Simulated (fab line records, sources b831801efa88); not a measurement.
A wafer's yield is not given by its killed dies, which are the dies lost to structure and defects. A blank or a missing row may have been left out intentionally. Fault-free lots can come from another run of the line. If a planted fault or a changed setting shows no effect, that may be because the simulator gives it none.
Matching of chambers -- flow gf180mcu -- GF_V3_ETCH_16 on rie-diel-04 has 4 sister chambers
The step etches BARC in N2/H2. 8 wafers are shown with their chamber, then 7 later ones without.

EACH WAFER AND ITS CHAMBER
wafer,chamber,drypump-motor-current-A (A),h2-flow-sccm (sccm)
L201.1,3,6.3,200.5
L201.3,1,5.3,200.1
L204.5,2,6.3,199.8
L205.2,1,5.3,199.1
L205.3,0,6.0,199.9
L205.4,2,6.4,200.4
L210.1,3,6.3,200.4
L210.3,0,6.0,200.0

WAFERS MISSING THEIR CHAMBER
wafer,drypump-motor-current-A (A),h2-flow-sccm (sccm)
L210.6,6.3,199.4
L214.2,6.4,200.2
L214.3,6.3,200.5
L214.4,5.3,200.2
L221.1,5.3,199.1
L221.3,6.3,199.2
L221.4,6.3,200.0

WHICH CHAMBER EACH WENT THROUGH
wafer,from the rows above,in truth
L210.6,can't be placed: 2 or 3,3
L214.2,can't be placed: 2 or 3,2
L214.3,can't be placed: 3 or 2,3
L214.4,1,1
L221.1,1,1
L221.3,can't be placed: 2 or 3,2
L221.4,can't be placed: 3 or 2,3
2 of 7 placed correctly. Not placeable from these rows: 5 (in 5, the candidates include the true chamber). Wrongly placed: 0.
How it was worked out, from the rows above alone: a wafer's distance from a chamber is the root of the sum, over the readings, of the square of ((its reading less the chamber's mean) divided by the reading's scatter). The wafer belongs to the nearest chamber; if the next one is less than 2 further off, it can't be placed. A chamber's mean is the mean of its shown wafers. The scatter: the root of (the sum of the squares of (reading less its chamber's mean) over the shown wafers, divided by (wafers less chambers)).
